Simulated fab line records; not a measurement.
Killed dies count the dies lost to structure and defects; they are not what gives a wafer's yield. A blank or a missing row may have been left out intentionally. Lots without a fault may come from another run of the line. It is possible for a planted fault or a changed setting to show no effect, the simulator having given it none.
Which tool did it? ; flow sky130 ; Sampling: 24 lots, 72 wafers, 4 of 708 route steps

WHAT EACH GAUGE READ, for each wafer
SKY_SONOS_ONO_OVL_MEAS_14. Usual: SONOS_ONO_OVL typically reads 0.3 nm, with standard deviation 1.3.
lot;measured;on;SONOS_ONO_OVL (nm);flag
L074;day 12 11:08;overlay-02;0.9 0.8 0.3;
L075;day 12 19:29;overlay-02;-0.4 -0.2 0.2;
L076;day 13 14:04;overlay-01;-0.8 0.2 -1.2;
L077;day 14 11:17;overlay-01;-1.3 -0.3 -0.4;
L078;day 14 14:03;overlay-01;-1.6 -1.5 -1.1;
L080;day 15 01:41;overlay-02;-0.4 -0.3 -1.4;
L079;day 15 03:59;overlay-01;1.6 0.1 0.1;
L081;day 15 05:20;overlay-01;0.4 1.8 0.0;
L082;day 15 11:35;overlay-02;0.6 -0.4 1.9;
L083;day 15 21:09;overlay-02;1.3 0.8 2.7;
L085;day 16 12:02;overlay-02;-0.7 -1.0 -0.6;
L084;day 16 12:20;overlay-02;-1.6 -0.6 -0.6;
L086;day 16 21:56;overlay-01;1.0 1.2 -0.4;
L087;day 17 00:32;overlay-02;-1.6 -2.8 -1.9;
L088;day 17 11:56;overlay-01;2.0 1.6 2.5;
L089;day 17 14:32;overlay-02;2.1 1.9 3.9;
L090;day 18 04:29;overlay-02;0.5 0.5 0.1;
L091;day 18 10:41;overlay-01;0.3 2.5 1.1;
L092;day 18 19:23;overlay-01;0.8 0.1 0.4;
L093;day 19 00:43;overlay-02;0.3 -0.4 -1.4;
L094;day 19 11:09;overlay-01;2.1 2.1 0.8;
L095;day 19 17:01;overlay-01;-0.4 -0.5 -1.2;
L096;day 20 19:37;overlay-01;2.2 1.3 1.6;
L097;day 20 20:32;overlay-02;1.8 0.2 -0.3;

SKY_CONTACT_BOW_MEAS_05. Usual: CONTACT_BOW typically reads 81 um, with standard deviation 7.4.
lot;measured;on;CONTACT_BOW (um);flag
L074;day 30 09:42;film-metro-01;88 78 82;
L075;day 30 15:54;film-metro-04;89 96 77;
L076;day 31 11:10;film-metro-01;92 85 74;
L077;day 32 03:19;film-metro-03;86 74 78;
L078;day 32 09:19;film-metro-03;92 95 91;
L080;day 32 19:10;film-metro-04;78 83 77;
L079;day 32 21:10;film-metro-01;77 82 80;
L081;day 33 01:23;film-metro-01;92 98 72;
L082;day 33 05:52;film-metro-01;92 84 79;
L083;day 33 12:31;film-metro-04;83 73 91;
L085;day 34 07:24;film-metro-03;79 69 80;
L084;day 34 08:28;film-metro-03;81 89 79;
L086;day 34 10:19;film-metro-03;87 80 80;
L087;day 34 18:16;film-metro-03;84 80 84;
L088;day 35 06:11;film-metro-03;86 75 97;
L089;day 35 11:34;film-metro-01;85 77 77;
L090;day 35 17:29;film-metro-01;90 83 73;
L091;day 35 23:12;film-metro-03;86 74 59;
L092;day 36 08:54;film-metro-01;66 80 67;
L093;day 36 11:38;film-metro-03;79 79 77;
L094;day 36 15:29;film-metro-01;79 87 75;
L095;day 37 01:44;film-metro-03;81 72 71;
L096;day 38 01:10;film-metro-04;77 70 80;
L097;day 38 02:03;film-metro-01;73 74 79;

TOOL THAT RAN EACH LOT (tool first, then ch and the chambers of the sampled wafers, then the start)
lot;SKY_SD_N_RTA_14;SKY_LI_CONTACT_ETCH_15
L074;rtp-anneal-01 ch 0, day 27 21:57;rie-diel-02 ch 0,3, day 29 02:58
L075;rtp-anneal-02 ch 0, day 28 02:59;rie-diel-02 ch 0,3, day 29 08:25
L076;rtp-anneal-01 ch 0, day 28 23:44;rie-diel-02 ch 0,1, day 30 04:38
L077;rtp-anneal-02 ch 0, day 29 17:32;rie-diel-02 ch 0,1,3, day 30 22:32
L078;rtp-anneal-01 ch 0, day 29 22:27;rie-diel-01 ch 0,1, day 31 02:49
L080;rtp-anneal-02 ch 0, day 30 09:32;rie-diel-01 ch 1,2, day 31 13:28
L079;rtp-anneal-01 ch 0, day 30 11:17;rie-diel-03 ch 0,2,3, day 31 15:11
L081;rtp-anneal-02 ch 0, day 30 14:41;rie-diel-01 ch 0,2, day 31 19:41
L082;rtp-anneal-01 ch 0, day 30 19:13;rie-diel-01 ch 0,1, day 31 23:59
L083;rtp-anneal-02 ch 0, day 31 02:30;rie-diel-03 ch 0,1,3, day 32 06:53
L085;rtp-anneal-01 ch 0, day 31 21:29;rie-diel-01 ch 0,1,3, day 33 01:52
L084;rtp-anneal-02 ch 0, day 31 22:08;rie-diel-02 ch 1,3, day 33 02:26
L086;rtp-anneal-01 ch 0, day 32 01:32;rie-diel-01 ch 0,2, day 33 05:26
L087;rtp-anneal-02 ch 0, day 32 09:21;rie-diel-02 ch 0,3, day 33 13:43
L088;rtp-anneal-01 ch 0, day 32 19:56;rie-diel-01 ch 0,1,3, day 33 23:56
L089;rtp-anneal-02 ch 0, day 33 03:13;rie-diel-03 ch 0,1,2, day 34 07:08
L090;rtp-anneal-01 ch 0, day 33 07:04;rie-diel-02 ch 0,2,3, day 34 11:44
L091;rtp-anneal-02 ch 0, day 33 14:31;rie-diel-02 ch 0,2,3, day 34 18:07
L092;rtp-anneal-01 ch 0, day 33 23:20;rie-diel-01 ch 1,2,3, day 35 02:58
L093;rtp-anneal-02 ch 0, day 34 03:27;rie-diel-03 ch 0,1, day 35 06:32
L094;rtp-anneal-01 ch 0, day 34 07:09;rie-diel-01 ch 0,2,3, day 35 10:01
L095;rtp-anneal-02 ch 0, day 34 16:23;rie-diel-03 ch 0,3, day 35 20:14
L096;rtp-anneal-01 ch 0, day 35 15:52;rie-diel-01 ch 1,2, day 36 19:47
L097;rtp-anneal-02 ch 0, day 35 16:46;rie-diel-02 ch 0,2, day 36 21:02
- SKY_SD_N_RTA_14: time 2 s.
- SKY_LI_CONTACT_ETCH_15: etches PSG in C4F8/O2/Ar, stops on Si, target depth 600 nm.

AS READ BY THE TOOLS THEMSELVES (means over the sampled wafers that have a number; for cases with no such wafer, the mark the record gives instead)
SKY_SD_N_RTA_14. Usual: lamp-power-pct 15.74 %, standard deviation 0.053; ramp-down-c-per-s 90.000, standard deviation 0.016; wafer_temp_C_max 1078.1, standard deviation 1.3.
lot;tool;lamp-power-pct (%);ramp-down-c-per-s;wafer_temp_C_max;flag
L074;rtp-anneal-01;15.73;90.003;1078.4;
L075;rtp-anneal-02;15.73;89.999;1077.3;
L076;rtp-anneal-01;15.80;89.986;1077.0;
L077;rtp-anneal-02;15.70;89.995;1078.2;
L078;rtp-anneal-01;15.73;89.985;1077.1;
L080;rtp-anneal-02;15.81;90.006;1077.7;
L079;rtp-anneal-01;15.78;90.003;1076.9;
L081;rtp-anneal-02;15.78;90.004;1078.8;
L082;rtp-anneal-01;15.70;90.006;1077.3;
L083;rtp-anneal-02;15.75;90.009;1078.0;
L085;rtp-anneal-01;15.75;90.006;1078.3;
L084;rtp-anneal-02;15.77;89.999;1077.4;
L086;rtp-anneal-01;15.74;89.995;1076.2;
L087;rtp-anneal-02;15.69;90.000;1078.5;
L088;rtp-anneal-01;15.75;90.007;1078.7;
L089;rtp-anneal-02;15.75;89.998;1079.7;
L090;rtp-anneal-01;15.78;90.008;1078.0;
L091;rtp-anneal-02;15.76;89.987;1078.5;
L092;rtp-anneal-01;15.71;90.002;1078.4;
L093;rtp-anneal-02;15.71;89.997;1077.4;
L094;rtp-anneal-01;15.72;90.009;1077.1;
L095;rtp-anneal-02;15.79;90.003;1077.8;
L096;rtp-anneal-01;15.65;89.996;1077.8;
L097;rtp-anneal-02;15.71;90.003;1078.8;

SKY_LI_CONTACT_ETCH_15. Usual: bias-w 1200 W, standard deviation 3.4; oes-product-au 0.837 a.u., standard deviation 0.0048; rf-fwd-power-W 1493 W, standard deviation 4.9.
lot;tool;bias-w (W);oes-product-au (a.u.);rf-fwd-power-W (W);flag
L074;rie-diel-02;1200;0.837;1492;
L075;rie-diel-02;1200;0.834;1494;
L076;rie-diel-02;1197;0.834;1489;
L077;rie-diel-02;1199;0.842;1496;
L078;rie-diel-01;1200;0.837;1495;
L080;rie-diel-01;1200;0.836;1498;
L079;rie-diel-03;1199;0.835;1497;
L081;rie-diel-01;1201;0.840;1491;
L082;rie-diel-01;1198;0.839;1494;
L083;rie-diel-03;1200;0.841;1496;
L085;rie-diel-01;1200;0.836;1489;
L084;rie-diel-02;1201;0.834;1488;
L086;rie-diel-01;1198;0.835;1496;
L087;rie-diel-02;1203;0.840;1494;
L088;rie-diel-01;1205;0.832;1492;
L089;rie-diel-03;1196;0.839;1493;
L090;rie-diel-02;1199;0.841;1493;
L091;rie-diel-02;1199;0.839;1499;
L092;rie-diel-01;1199;0.835;1492;
L093;rie-diel-03;1197;0.838;1496;
L094;rie-diel-01;1200;0.838;1488;
L095;rie-diel-03;1200;0.837;1491;
L096;rie-diel-01;1199;0.832;1499;
L097;rie-diel-02;1197;0.836;1494;

THE ANSWER, worked out from the rows above alone
Rule: take the mean of a lot's wafers that have a number; if it is more than 3 standard deviations from the usual mean, the lot is off. A lot without any number at a reading at which 4 lots or more have one is off too. Any other lot the step has rows for is counted as sound. First the gauges in route order, then the tools' own readings, where a lot's mean is used as printed above. The first step at which some lot is off is used, and at that step the reading that is off furthest; a lot without a number counts as furthest.
None of the lots is off at any reading shown; this tells nothing.

WHAT THE SIMULATOR HAD PUT IN
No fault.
